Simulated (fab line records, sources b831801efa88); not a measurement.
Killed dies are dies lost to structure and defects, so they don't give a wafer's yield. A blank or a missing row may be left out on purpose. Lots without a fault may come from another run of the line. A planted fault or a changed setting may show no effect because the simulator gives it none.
Which tool did it? | flow gf180mcu | 10 lots, 30 wafers sampled, at 8 steps of a route of 602

WHAT THE GAUGES READ, wafer by wafer
GF_V5_THK_MEAS_25: measures by xrf. Usual: V5_W_THK 360 nm, standard deviation 8.5.
lot  | measured     | on            | V5_W_THK (nm) | flag
L553 | day 27 05:39 | film_metro-01 | 361 358 359   |
L556 | day 28 00:37 | film_metro-01 | 376 377 364   |
L557 | day 28 01:44 | film_metro-03 | 352 367 367   |
L562 | day 30 03:47 | film_metro-03 | 357 355 354   |
L563 | day 30 11:25 | film_metro-03 | 351 345 344   |
L569 | day 32 00:57 | film_metro-03 | 361 357 354   |
L571 | day 32 13:40 | film_metro-01 | 361 375 361   |
L572 | day 32 20:26 | film_metro-03 | 357 357 361   |
L575 | day 33 11:35 | film_metro-03 | 355 355 358   |
L576 | day 33 19:22 | film_metro-03 | 343 355 350   |

GF_TOP_METAL_RS_MEAS_05: measures by four-point-probe. Usual: TOP_METAL_ALCU_RS 0.0326 ohm/sq, standard deviation 0.00057.
lot  | measured     | on            | TOP_METAL_ALCU_RS (ohm/sq) | flag
L553 | day 27 06:16 | film_metro-04 | 0.0321 0.0327 0.0321       |
L556 | day 28 01:13 | film_metro-02 | 0.0325 0.0330 0.0335       |
L557 | day 28 02:19 | film_metro-02 | 0.0330 0.0321 0.0324       |
L562 | day 30 04:22 | film_metro-02 | 0.0879 0.0330 0.0336       | OFF
L563 | day 30 12:02 | film_metro-02 | 0.0334 0.0327 0.0850       | OFF
L569 | day 32 01:32 | film_metro-01 | 0.0325 0.0322 0.0322       |
L571 | day 32 14:15 | film_metro-04 | 0.0321 0.0322 0.0317       |
L572 | day 32 21:01 | film_metro-04 | 0.0318 0.0321 0.0322       |
L575 | day 33 12:10 | film_metro-04 | 0.0322 0.0324 0.0320       |
L576 | day 33 19:57 | film_metro-04 | 0.0332 0.0332 0.0331       |

GF_TOP_METAL_THK_MEAS_06: measures by xrf. Usual: TOP_METAL_ALCU_THK 910 nm, standard deviation 15.
lot  | measured     | on            | TOP_METAL_ALCU_THK (nm) | flag
L553 | day 27 06:21 | film_metro-04 | 924 907 921             |
L556 | day 28 01:19 | film_metro-02 | 922 905 887             |
L557 | day 28 02:26 | film_metro-02 | 899 924 923             |
L562 | day 30 04:29 | film_metro-02 | 342 897 884             | OFF
L563 | day 30 12:10 | film_metro-02 | 885 909 355             | OFF
L569 | day 32 01:39 | film_metro-01 | 912 917 921             |
L571 | day 32 14:22 | film_metro-04 | 920 921 932             |
L572 | day 32 21:08 | film_metro-04 | 927 916 912             |
L575 | day 33 12:17 | film_metro-04 | 915 917 921             |
L576 | day 33 20:04 | film_metro-04 | 887 889 888             |

GF_PASSIVATION_BOW_MEAS_14. Usual: PASSIVATION_BOW 134 um, standard deviation 11.
lot  | measured     | on            | PASSIVATION_BOW (um) | flag
L553 | day 29 00:03 | film_metro-02 | 135 128 133          |
L556 | day 29 18:37 | film_metro-01 | 122 129 119          |
L557 | day 29 19:17 | film_metro-02 | 129 120 113          |
L562 | day 31 19:17 | film_metro-03 | 159 129 132          |
L563 | day 32 02:20 | film_metro-01 | 149 137 173          |
L569 | day 33 13:41 | film_metro-02 | 130 117 123          |
L571 | day 34 00:56 | film_metro-01 | 148 145 140          |
L572 | day 34 07:53 | film_metro-01 | 119 118 117          |
L575 | day 34 21:22 | film_metro-01 | 137 116 126          |
L576 | day 35 04:56 | film_metro-02 | 152 158 158          |

WHICH TOOL RAN EACH LOT (tool, then ch and the chambers of the sampled wafers, then the start)
lot  | GF_V5_CMP_04                  | GF_TOP_METAL_SPUTTER_01      | GF_TOP_METAL_SPUTTER_02      | GF_TOP_METAL_METAL_ETCH_16
L553 | cmp-01 ch 0,1, day 26 08:01   | pvd_sputter-02, day 27 06:05 | pvd_sputter-02, day 27 06:07 | rie_metal-01 ch 0,1, day 28 02:13
L556 | cmp-02 ch 0,2, day 27 03:09   | pvd_sputter-01, day 28 01:04 | pvd_sputter-01, day 28 01:06 | rie_metal-02 ch 0,1, day 28 20:40
L557 | cmp-02 ch 0,2,3, day 27 04:22 | pvd_sputter-01, day 28 02:11 | pvd_sputter-01, day 28 02:13 | rie_metal-01 ch 1, day 28 21:16
L562 | cmp-01 ch 0,1, day 29 07:22   | pvd_sputter-01, day 30 04:15 | pvd_sputter-01, day 30 04:17 | rie_metal-02 ch 0,1, day 30 22:33
L563 | cmp-02 ch 0,1,2, day 29 15:01 | pvd_sputter-01, day 30 11:55 | pvd_sputter-01, day 30 11:57 | rie_metal-04 ch 1, day 31 06:15
L569 | cmp-02 ch 0,3, day 31 05:17   | pvd_sputter-02, day 32 01:25 | pvd_sputter-02, day 32 01:26 | rie_metal-04 ch 0,1, day 32 18:15
L571 | cmp-02 ch 0,1,3, day 31 19:52 | pvd_sputter-02, day 32 14:08 | pvd_sputter-02, day 32 14:10 | rie_metal-02 ch 0,1, day 33 06:36
L572 | cmp-02 ch 2,3, day 32 02:33   | pvd_sputter-02, day 32 20:53 | pvd_sputter-02, day 32 20:55 | rie_metal-02 ch 0,1, day 33 13:03
L575 | cmp-02 ch 0,2,3, day 32 17:23 | pvd_sputter-02, day 33 12:02 | pvd_sputter-02, day 33 12:04 | rie_metal-04 ch 0,1, day 34 03:57
L576 | cmp-02 ch 1,3, day 33 02:12   | pvd_sputter-01, day 33 19:50 | pvd_sputter-01, day 33 19:52 | rie_metal-02 ch 0,1, day 34 11:21
- GF_V5_CMP_04: polishes SiO2.
- GF_TOP_METAL_SPUTTER_01: material TiN, target thk 30 nm, time 25 s.
- GF_TOP_METAL_SPUTTER_02: material AlCu, target thk 900 nm, time 47.82 s.
- GF_TOP_METAL_METAL_ETCH_16: etches the open film in Cl2/BCl3, stops on SiO2, target depth 1077.5 nm, time 179.6 s.

WHAT THE TOOLS THEMSELVES READ (means of the sampled wafers that have a number; where no wafer has one, the mark that the record gives instead)
GF_V5_CMP_04. Usual: head_pressure_psi 4.001 psi, standard deviation 0.0082; motor_current_A 12.1 A, standard deviation 0.83.
lot  | tool   | head_pressure_psi (psi) | motor_current_A (A) | flag
L553 | cmp-01 | 3.998                   | 12.0                |
L556 | cmp-02 | 4.009                   | 12.1                |
L557 | cmp-02 | 4.009                   | 12.2                |
L562 | cmp-01 | 3.999                   | 12.2                |
L563 | cmp-02 | 4.004                   | 12.2                |
L569 | cmp-02 | 3.995                   | 12.9                |
L571 | cmp-02 | 4.003                   | 12.8                |
L572 | cmp-02 | 3.995                   | 12.1                |
L575 | cmp-02 | 4.002                   | 12.6                |
L576 | cmp-02 | 3.995                   | 12.8                |

GF_TOP_METAL_SPUTTER_01. Usual: cathode_dc_power_W 6499.9 W, standard deviation 1.1; throttle_valve_pct 30.4 %, standard deviation 0.98.
lot  | tool           | cathode_dc_power_W (W) | throttle_valve_pct (%) | flag
L553 | pvd_sputter-02 | 6500.2                 | 30.8                   |
L556 | pvd_sputter-01 | 6500.0                 | 30.1                   |
L557 | pvd_sputter-01 | 6500.7                 | 29.8                   |
L562 | pvd_sputter-01 | 6500.6                 | 30.0                   |
L563 | pvd_sputter-01 | 6500.5                 | 30.2                   |
L569 | pvd_sputter-02 | 6499.0                 | 30.7                   |
L571 | pvd_sputter-02 | 6501.6                 | 30.8                   |
L572 | pvd_sputter-02 | 6500.2                 | 30.4                   |
L575 | pvd_sputter-02 | 6500.1                 | 30.7                   |
L576 | pvd_sputter-01 | 6499.7                 | 28.6                   |

GF_TOP_METAL_SPUTTER_02. Usual: cathode_dc_power_W 10600 W, standard deviation 2; throttle_valve_pct 30.4 %, standard deviation 0.98.
lot  | tool           | cathode_dc_power_W (W) | throttle_valve_pct (%) | flag
L553 | pvd_sputter-02 | 10600                  | 30.7                   |
L556 | pvd_sputter-01 | 10599                  | 30.1                   |
L557 | pvd_sputter-01 | 10600                  | 29.7                   |
L562 | pvd_sputter-01 | 10599                  | 30.1                   |
L563 | pvd_sputter-01 | 10602                  | 30.0                   |
L569 | pvd_sputter-02 | 10602                  | 30.7                   |
L571 | pvd_sputter-02 | 10601                  | 30.8                   |
L572 | pvd_sputter-02 | 10600                  | 30.5                   |
L575 | pvd_sputter-02 | 10601                  | 30.6                   |
L576 | pvd_sputter-01 | 10600                  | 28.7                   |

GF_TOP_METAL_METAL_ETCH_16. Usual: drypump_motor_current_A 5.7 A, standard deviation 0.38; oes_product_au 0.968 a.u., standard deviation 0.01; throttle_valve_pct 28.253 %, standard deviation 0.013.
lot  | tool         | drypump_motor_current_A (A) | oes_product_au (a.u.) | throttle_valve_pct (%) | flag
L553 | rie_metal-01 | 5.9                         | 0.974                 | 28.249                 |
L556 | rie_metal-02 | 5.6                         | 0.962                 | 28.253                 |
L557 | rie_metal-01 | 6.3                         | 0.971                 | 28.256                 |
L562 | rie_metal-02 | 5.6                         | 0.854                 | 28.389                 | OFF
L563 | rie_metal-04 | 5.8                         | 0.856                 | 28.385                 | OFF
L569 | rie_metal-04 | 5.9                         | 0.972                 | 28.245                 |
L571 | rie_metal-02 | 5.6                         | 0.978                 | 28.240                 |
L572 | rie_metal-02 | 5.4                         | 0.975                 | 28.259                 |
L575 | rie_metal-04 | 5.9                         | 0.974                 | 28.251                 |
L576 | rie_metal-02 | 5.4                         | 0.957                 | 28.263                 |

THE ANSWER, worked out from the rows above alone
Rule: a lot is off if the mean of its wafers that have a number lies more than 3 standard deviations from the usual mean. A lot without any number at a reading at which 4 lots or more have one is off too. The other lots that the step has rows for count as sound. The gauges are gone through in route order, then the tools' own readings, and for those a lot's mean is taken as printed above. The first step at which some lot is off is used, and at that step the reading that is off furthest; a lot without a number counts as furthest.
Off: L562, L563, at GF_TOP_METAL_RS_MEAS_05 (TOP_METAL_ALCU_RS).
A tool fits if, at a process step before that reading, it ran every lot that is off, and no sound lot after the first of them. The gauges at GF_TOP_METAL_RS_MEAS_05 aren't tried: what is off there is off at GF_TOP_METAL_METAL_ETCH_16 too, on other tools, and a gauge's error can't cause that. None of those tried fits.

WHAT THE SIMULATOR HAD PUT IN
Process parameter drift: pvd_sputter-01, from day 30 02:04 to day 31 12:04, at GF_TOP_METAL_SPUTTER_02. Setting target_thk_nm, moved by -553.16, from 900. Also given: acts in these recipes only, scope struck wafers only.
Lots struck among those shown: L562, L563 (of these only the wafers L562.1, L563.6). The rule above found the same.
